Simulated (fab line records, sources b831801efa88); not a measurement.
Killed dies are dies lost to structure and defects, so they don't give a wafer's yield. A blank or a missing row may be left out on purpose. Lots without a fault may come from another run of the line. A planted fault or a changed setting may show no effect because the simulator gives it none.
Which tool did it? | flow gf180mcu | 13 lots, 36 wafers sampled, at 6 steps of a route of 602

WHAT THE GAUGES READ, wafer by wafer
GF_CONTACT_RS_MEAS_25: measures by four-point-probe. Usual: CONTACT_W_RS 0.385 ohm/sq, standard deviation 0.0043.
lot  | measured     | on            | CONTACT_W_RS (ohm/sq) | flag
L772 | day 16 04:20 | film_metro-03 | 0.377 0.383 0.385     |
L773 | day 16 18:43 | film_metro-01 | 0.384 0.377 0.382     |
L775 | day 17 12:35 | film_metro-04 | 0.386 0.378 0.390     |
L776 | day 17 21:41 | film_metro-01 | 0.386 0.379 0.381     |
L778 | day 18 17:52 | film_metro-01 | 0.382 0.391 0.381     |
L780 | day 20 10:08 | film_metro-03 | 0.384 0.305           | OFF
L781 | day 20 13:46 | film_metro-03 | 0.304 0.301           | OFF
L784 | day 21 13:34 | film_metro-03 | 0.391 0.303           | OFF
L790 | day 23 01:10 | film_metro-01 | 0.381 0.388 0.389     |
L791 | day 23 09:20 | film_metro-01 | 0.384 0.384 0.392     |
L792 | day 23 20:11 | film_metro-04 | 0.379 0.385 0.376     |
L793 | day 24 04:18 | film_metro-04 | 0.392 0.387 0.387     |
L794 | day 24 07:51 | film_metro-03 | 0.389 0.386 0.386     |

GF_CONTACT_THK_MEAS_26: measures by xrf. Usual: CONTACT_W_THK 296 nm, standard deviation 4.2.
lot  | measured     | on            | CONTACT_W_THK (nm) | flag
L772 | day 16 04:28 | film_metro-03 | 305 299 296        |
L773 | day 16 18:50 | film_metro-01 | 295 302 298        |
L775 | day 17 12:42 | film_metro-04 | 295 302 292        |
L776 | day 17 21:48 | film_metro-01 | 293 300 300        |
L778 | day 18 17:58 | film_metro-01 | 298 290 296        |
L780 | day 20 10:16 | film_metro-03 | 296 373            | OFF
L781 | day 20 13:50 | film_metro-03 | 375 379            | OFF
L784 | day 21 13:41 | film_metro-03 | 293 376            | OFF
L790 | day 23 01:17 | film_metro-01 | 300 295 296        |
L791 | day 23 09:28 | film_metro-01 | 296 297 292        |
L792 | day 23 20:18 | film_metro-04 | 296 293 298        |
L793 | day 24 04:25 | film_metro-04 | 288 291 291        |
L794 | day 24 07:57 | film_metro-03 | 296 298 296        |

GF_V1_THK_MEAS_01. Usual: V1_CVD_00_THK 601 nm, standard deviation 8.1.
lot  | measured     | on            | V1_CVD_00_THK (nm) | flag
L772 | day 17 04:46 | film_metro-03 | 588 595 602        |
L773 | day 17 19:51 | film_metro-03 | 605 607 596        |
L775 | day 18 13:57 | film_metro-02 | 593 594 598        |
L776 | day 18 23:08 | film_metro-03 | 600 601 604        |
L778 | day 19 20:19 | film_metro-03 | 602 601 596        |
L780 | day 21 11:35 | film_metro-02 | 609 607            |
L781 | day 21 15:03 | film_metro-02 | 606 593            |
L784 | day 22 14:44 | film_metro-04 | 606 598            |
L790 | day 24 01:16 | film_metro-04 | 599 603 612        |
L791 | day 24 09:40 | film_metro-03 | 599 584 585        |
L792 | day 24 19:40 | film_metro-02 | 598 599 585        |
L793 | day 25 02:58 | film_metro-02 | 615 599 606        |
L794 | day 25 07:08 | film_metro-04 | 600 609 594        |

WHICH TOOL RAN EACH LOT (tool, then ch and the chambers of the sampled wafers, then the start)
lot  | GF_CONTACT_SPUTTER_22        | GF_CONTACT_CVD_24             | GF_CONTACT_CMP_27
L772 | pvd_sputter-04, day 16 04:08 | cvd_w-01 ch 0,1, day 16 04:14 | cmp-01 ch 0,2,3, day 16 04:34
L773 | pvd_sputter-02, day 16 18:31 | cvd_w-01 ch 0,1, day 16 18:37 | cmp-01 ch 0,1, day 16 18:54
L775 | pvd_sputter-04, day 17 12:19 | cvd_w-01 ch 0,1, day 17 12:28 | cmp-02 ch 0,1,2, day 17 12:48
L776 | pvd_sputter-01, day 17 21:29 | cvd_w-02 ch 0,1, day 17 21:35 | cmp-02 ch 0,3, day 17 21:52
L778 | pvd_sputter-04, day 18 17:37 | cvd_w-01 ch 0,1, day 18 17:45 | cmp-01 ch 0,1,2, day 18 18:08
L780 | pvd_sputter-04, day 20 09:56 | cvd_w-01 ch 0, day 20 10:02   | cmp-02 ch 0,2, day 20 10:25
L781 | pvd_sputter-01, day 20 13:31 | cvd_w-01 ch 0,1, day 20 13:39 | cmp-02 ch 0,3, day 20 14:04
L784 | pvd_sputter-01, day 21 13:22 | cvd_w-01 ch 0,1, day 21 13:28 | cmp-01 ch 0,2, day 21 13:50
L790 | pvd_sputter-01, day 23 00:58 | cvd_w-02 ch 0,1, day 23 01:04 | cmp-01 ch 0,1,2, day 23 01:21
L791 | pvd_sputter-02, day 23 09:08 | cvd_w-02 ch 0,1, day 23 09:14 | cmp-01 ch 1,2,3, day 23 09:34
L792 | pvd_sputter-01, day 23 19:59 | cvd_w-02 ch 0,1, day 23 20:05 | cmp-02 ch 0,2,3, day 23 20:22
L793 | pvd_sputter-04, day 24 04:05 | cvd_w-01 ch 1, day 24 04:11   | cmp-02 ch 1,2,3, day 24 04:28
L794 | pvd_sputter-01, day 24 07:37 | cvd_w-02 ch 0,1, day 24 07:44 | cmp-02 ch 0,2, day 24 08:02
- GF_CONTACT_SPUTTER_22: material Ti, target thk 15 nm, time 80.02 s.
- GF_CONTACT_CVD_24: deposits W, target thk 300 nm, time 90.339 s.
- GF_CONTACT_CMP_27: polishes, stops on SiO2, t overpolish 15 s, target thk 0 nm.

WHAT THE TOOLS THEMSELVES READ (means of the sampled wafers that have a number; where no wafer has one, the mark that the record gives instead)
GF_CONTACT_SPUTTER_22. Usual: throttle_valve_pct 29.5 %, standard deviation 0.87.
lot  | tool           | throttle_valve_pct (%) | flag
L772 | pvd_sputter-04 | 30.3                   |
L773 | pvd_sputter-02 | 28.8                   |
L775 | pvd_sputter-04 | 30.3                   |
L776 | pvd_sputter-01 | 28.6                   |
L778 | pvd_sputter-04 | 30.1                   |
L780 | pvd_sputter-04 | 29.9                   |
L781 | pvd_sputter-01 | 29.6                   |
L784 | pvd_sputter-01 | 28.6                   |
L790 | pvd_sputter-01 | 28.6                   |
L791 | pvd_sputter-02 | 28.8                   |
L792 | pvd_sputter-01 | 29.1                   |
L793 | pvd_sputter-04 | 30.0                   |
L794 | pvd_sputter-01 | 29.3                   |

GF_CONTACT_CVD_24. Usual: heater_power_w 878 W, standard deviation 52.
lot  | tool     | heater_power_w (W) | flag
L772 | cvd_w-01 | 851                |
L773 | cvd_w-01 | 821                |
L775 | cvd_w-01 | 828                |
L776 | cvd_w-02 | 922                |
L778 | cvd_w-01 | 871                |
L780 | cvd_w-01 | 884                |
L781 | cvd_w-01 | 842                |
L784 | cvd_w-01 | 842                |
L790 | cvd_w-02 | 894                |
L791 | cvd_w-02 | 919                |
L792 | cvd_w-02 | 925                |
L793 | cvd_w-01 | 818                |
L794 | cvd_w-02 | 923                |

GF_CONTACT_CMP_27. Usual: motor_current_A 10.6 A, standard deviation 1; time_to_endpoint_s 73 s, standard deviation 3.5.
lot  | tool   | motor_current_A (A) | time_to_endpoint_s (s) | flag
L772 | cmp-01 | 11.0                | 75                     |
L773 | cmp-01 | 11.7                | 77                     |
L775 | cmp-02 | 10.5                | 74                     |
L776 | cmp-02 | 10.1                | 74                     |
L778 | cmp-01 | 11.2                | 71                     |
L780 | cmp-02 | 10.6                | 84                     | OFF
L781 | cmp-02 | 9.7                 | 92                     | OFF
L784 | cmp-01 | 10.7                | 82                     |
L790 | cmp-01 | 11.0                | 72                     |
L791 | cmp-01 | 10.9                | 72                     |
L792 | cmp-02 | 10.3                | 75                     |
L793 | cmp-02 | 10.7                | 73                     |
L794 | cmp-02 | 9.9                 | 74                     |

THE ANSWER, worked out from the rows above alone
Rule: a lot is off if the mean of its wafers that have a number lies more than 3 standard deviations from the usual mean. A lot without any number at a reading at which 4 lots or more have one is off too. The other lots that the step has rows for count as sound. The gauges are gone through in route order, then the tools' own readings, and for those a lot's mean is taken as printed above. The first step at which some lot is off is used, and at that step the reading that is off furthest; a lot without a number counts as furthest.
Off: L780, L781, L784, at GF_CONTACT_RS_MEAS_25 (CONTACT_W_RS).
A tool fits if, at a process step before that reading, it ran every lot that is off, and no sound lot after the first of them. The gauges at GF_CONTACT_RS_MEAS_25 are tried like those tools. None of those tried fits.

WHAT THE SIMULATOR HAD PUT IN
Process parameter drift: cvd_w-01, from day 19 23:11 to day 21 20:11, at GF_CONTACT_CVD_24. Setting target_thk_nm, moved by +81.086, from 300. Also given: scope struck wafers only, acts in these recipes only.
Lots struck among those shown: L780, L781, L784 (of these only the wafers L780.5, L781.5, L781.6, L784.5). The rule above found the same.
